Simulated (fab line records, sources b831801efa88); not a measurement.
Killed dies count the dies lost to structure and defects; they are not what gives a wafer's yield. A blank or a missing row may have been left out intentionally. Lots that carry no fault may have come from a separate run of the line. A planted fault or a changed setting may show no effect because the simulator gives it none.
Chamber matching | flow gf180mcu | GF_POLY_GATE_ETCH_13 on rie_si-01: 4 sister chambers
The step etches poly-Si in HBr/Cl2, stops on SiO2, target depth 198.5 nm, time 71.04 s. 8 wafers are shown with their chamber, then 7 later ones without.

== WAFERS WITH THEIR CHAMBER ==
wafer  | chamber | drypump_motor_current_A (A) | oes_product_au (a.u.)
L373.3 | 0       | 6.6                         | 0.987
L374.3 | 1       | 6.1                         | 0.988
L374.5 | 0       | 6.6                         | 0.973
L375.3 | 1       | 6.0                         | 0.998
L375.4 | 3       | 5.0                         | 0.984
L375.6 | 2       | 5.7                         | 0.985
L376.2 | 2       | 5.7                         | 0.988
L376.5 | 3       | 5.1                         | 0.991

== WAFERS MISSING THEIR CHAMBER ==
wafer  | drypump_motor_current_A (A) | oes_product_au (a.u.)
L376.6 | 5.6                         | 0.994
L378.2 | 6.6                         | 0.979
L378.3 | 5.1                         | 0.984
L378.4 | 6.0                         | 0.971
L384.1 | 5.1                         | 0.966
L384.5 | 5.1                         | 0.969
L384.6 | 5.6                         | 0.976

== THE CHAMBER EACH PASSED THROUGH ==
wafer  | from the rows above | in truth
L376.6 | 2                   | 2
L378.2 | 0                   | 0
L378.3 | 3                   | 3
L378.4 | 1                   | 1
L384.1 | 3                   | 3
L384.5 | 3                   | 3
L384.6 | 2                   | 2
Correct placement for 7 of the 7. Not placeable from these rows: 0. Wrongly placed: 0.
How it was worked out, from the rows above alone: a wafer's distance from a chamber is the root of the sum, over the readings, of the square of ((its reading less the chamber's mean) divided by the reading's scatter). The wafer belongs to the nearest chamber; if the next one is less than 2 further off, it can't be placed. Each chamber's mean is taken over the wafers shown for it. The scatter: take each reading less its chamber's mean, square it, sum over the shown wafers, divide by the number of wafers less the number of chambers, and take the root.
